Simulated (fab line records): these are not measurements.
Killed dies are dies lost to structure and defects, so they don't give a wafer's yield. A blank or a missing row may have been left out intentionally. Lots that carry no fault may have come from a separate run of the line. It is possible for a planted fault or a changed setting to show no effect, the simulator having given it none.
A lot that was struck, set against a sound lot | flow sky130 | 32 out of 708 route steps
Sound: the wafers L100.2, L100.3, L100.4. Wafers L116.1, L116.2, L116.6 were the ones struck. The cause is named last.
For every step that has rows: the tool of each side, followed by ch and its chambers, followed by its first start. Under that, the readings that differ: sound wafers | struck wafers | difference of the means | sigmas: that difference in standard deviations of wafers without a fault.
alike: readings whose means differ by less than 2 such deviations, and words and numbers that are the same on both sides. not compared: withheld readings, readings that some wafer has no value for, bounds like >300 that may hide the same value, and numbers for which the record gives no deviation and whose values overlap.
A row with sigmas, a row that says differs or no value, or rows on one side alone: a step with any of these is where the two part. Numbers that have no deviation but don't overlap get no sigmas and don't part them. A reading missing from all wafers of one side parts the sides only when that side holds two or more wafers.

SKY_PWDE_OVL_MEAS_07:
  sound: overlay-01 at day 4 06:56; struck: overlay-01 at day 8 03:52
  alike: PWDE_OVL
next, for these wafers, 1 step has no rows: SKY_PWDE_IMPLANT_08.
SKY_PWDE_STRIP_09: strips in O2/N2.
  sound on plasma_asher-01 ch 0,1, day 4 07:07; struck on plasma_asher-03 ch 0,1, day 8 04:03
  reading                     | sound       | struck      | difference | sigmas
  drypump_motor_current_A (A) | 6.5 6.2 6.5 | 5.9 5.5 5.5 | -0.8       | -2
  alike: chamber_pressure_mTorr, oes_product_au, strip_time_to_endpoint_s
  not compared: rf_hours_counter_h
SKY_PWDE_TW_MEAS_10:
  sound: film_metro-03 at day 4 07:13; struck: film_metro-02 at day 8 04:09
  reading | sound             | struck            | difference | sigmas
  PWDE_TW | 373.6 375.0 376.1 | 370.4 368.0 369.2 | -5.7       | -2
then, 7 steps without rows for these wafers: SKY_NWELL_DEHYDRATE_03 (time 60 s); SKY_NWELL_HMDS_04 (prime time 60 s); SKY_NWELL_COAT_05 (resist thk 3000 nm); SKY_NWELL_SOFTBAKE_06; SKY_NWELL_EXPOSE_07 (exposes mask NWM, target cd 840 nm); SKY_NWELL_PEB_08; SKY_NWELL_DEVELOP_09 (develop time 60 s).
SKY_NWELL_OVL_MEAS_10:
  sound: overlay-02 at day 5 00:06; struck: overlay-02 at day 9 00:41
  alike: NWELL_00_OVL
SKY_NWELL_IMPLANT_11:
  sound on implanter-03 ch 0, day 5 00:16; struck on implanter-03 ch 0, day 9 00:43
  reading            | sound                            | struck                           | difference  | sigmas
  dose_ions_cm2      | 1.8996e+13 1.9023e+13 1.9001e+13 | 1.2818e+13 1.2804e+13 1.2821e+13 | -6.1923e+12 | -99 or more
  faraday_current_uA | 106.5 109.9 110.4                | 73.1 71.4 71.9                   | -36.8       | -18
then, 2 steps without rows for these wafers: SKY_NWELL_IMPLANT_12; SKY_NWELL_IMPLANT_13.
SKY_NWELL_STRIP_14: strips in O2/N2.
  sound on plasma_asher-01 ch 0,1, day 5 00:41; struck on plasma_asher-04 ch 0,1, day 9 01:10
  reading                     | sound       | struck      | difference | sigmas
  drypump_motor_current_A (A) | 6.5 6.3 6.4 | 6.0 5.2 5.3 | -0.9       | -2
  alike: chamber_pressure_mTorr, oes_product_au, strip_time_to_endpoint_s
  not compared: rf_hours_counter_h
SKY_NWELL_TW_MEAS_15:
  sound: film_metro-04 at day 5 00:48; struck: film_metro-02 at day 9 01:16
  reading  | sound          | struck         | difference | sigmas
  NWELL_TW | 1829 1837 1830 | 1608 1608 1609 | -224       | -24
then, 7 steps without rows for these wafers: SKY_NWELL_DEHYDRATE_16 (time 60 s); SKY_NWELL_HMDS_17 (prime time 60 s); SKY_NWELL_COAT_18 (resist thk 3000 nm); SKY_NWELL_SOFTBAKE_19; SKY_NWELL_EXPOSE_20 (exposes mask NWM COMPLEMENT, target cd 840 nm); SKY_NWELL_PEB_21; SKY_NWELL_DEVELOP_22 (develop time 60 s).
SKY_NWELL_OVL_MEAS_23:
  sound: overlay-01 at day 5 17:35; struck: overlay-02 at day 9 22:56
  reading           | sound          | struck      | difference | sigmas
  NWELL_01_OVL (nm) | -2.0 -2.8 -3.0 | 3.1 2.0 1.8 | +4.9       | +4
next, for these wafers, 1 step has no rows: SKY_NWELL_IMPLANT_24.
SKY_NWELL_STRIP_25: strips in O2/N2.
  sound on plasma_asher-04 ch 0,1, day 5 17:46; struck on plasma_asher-04 ch 0,1, day 9 23:07
  alike: chamber_pressure_mTorr, drypump_motor_current_A, oes_product_au, strip_time_to_endpoint_s
  not compared: rf_hours_counter_h
SKY_NWELL_TW_MEAS_26:
  sound: film_metro-03 at day 5 17:52; struck: film_metro-04 at day 9 23:13
  alike: NWELL_2_TW
then, 1 step without rows for these wafers: SKY_NWELL_CLEAN_27 (cleans in SC1/SC2, time 150 s).
SKY_NWELL_RTA_28: time 30 s.
  sound on rtp_anneal-01 ch 0, day 5 17:59; struck on rtp_anneal-02 ch 0, day 9 23:20
  alike: chamber_o2_ppm, lamp_power_pct, wafer_temp_C_max
SKY_NWELL_RS_MEAS_29: uses a four-point probe to measure.
  sound: film_metro-02 at day 5 18:05; struck: film_metro-02 at day 9 23:26
  reading           | sound             | struck            | difference | sigmas
  NWELL_RS (ohm/sq) | 626.3 624.6 626.7 | 771.8 773.9 768.4 | +145.5     | +91
-- the record jumps here: 40 days lie between the struck wafers' starts before and after (it left off in module NWELL and takes up again in module PAD_OPEN, whose first step shown is number 708 of the route) --
SKY_PAD_OPEN_PROBE_99:
  sound: prober-01 at day 46 08:08; struck: prober-01 at day 50 02:40
  reading                                 | sound                       | struck                        | difference | sigmas
  model.etest.nfet_16v.r_on_ohm_um        | 1.4e+04 1.402e+04 1.419e+04 | 1.585e+04 1.591e+04 1.583e+04 | +1.793e+03 |
  model.etest.res_nwell.line_ohm_um       | 1117 1160 1124              | 1534 1506 1530                | +390       |
  model.etest.res_nwell.rs_ohm_sq         | 921.9 944.5 936.1           | 1252 1208 1228                | +295       |
  model.etest.tip_p_5v.rs_ohm_sq          | 2853 2843 2862              | 2811 2813 2803                | -44        |
  model.etest.res_iso_pwell.width_nm (nm) | 2660 2644 2645              | 2672 2692 2676                | +30        |
  model.etest.res_nwell.width_nm (nm)     | 835.8 835.9 829.9           | 808.9 802 807.9               | -27.6      |
  alike: killed_at_M0_to_M3, killed_at_M4_up, killed_at_contacts, killed_at_front_end, killed_at_other, killed_dies, killed_open, killed_short
  not compared: model.etest.pfet_16v.r_on_ohm_um, model.etest.pfet_g5v0d10v5.r_on_ohm_um

== WHERE THEY PART ==
First at SKY_PWDE_STRIP_09; last, within this record, at SKY_NWELL_RS_MEAS_29. Later steps at which nothing parts them and some readings are alike: SKY_PAD_OPEN_PROBE_99.

WHY: what the simulator had put in
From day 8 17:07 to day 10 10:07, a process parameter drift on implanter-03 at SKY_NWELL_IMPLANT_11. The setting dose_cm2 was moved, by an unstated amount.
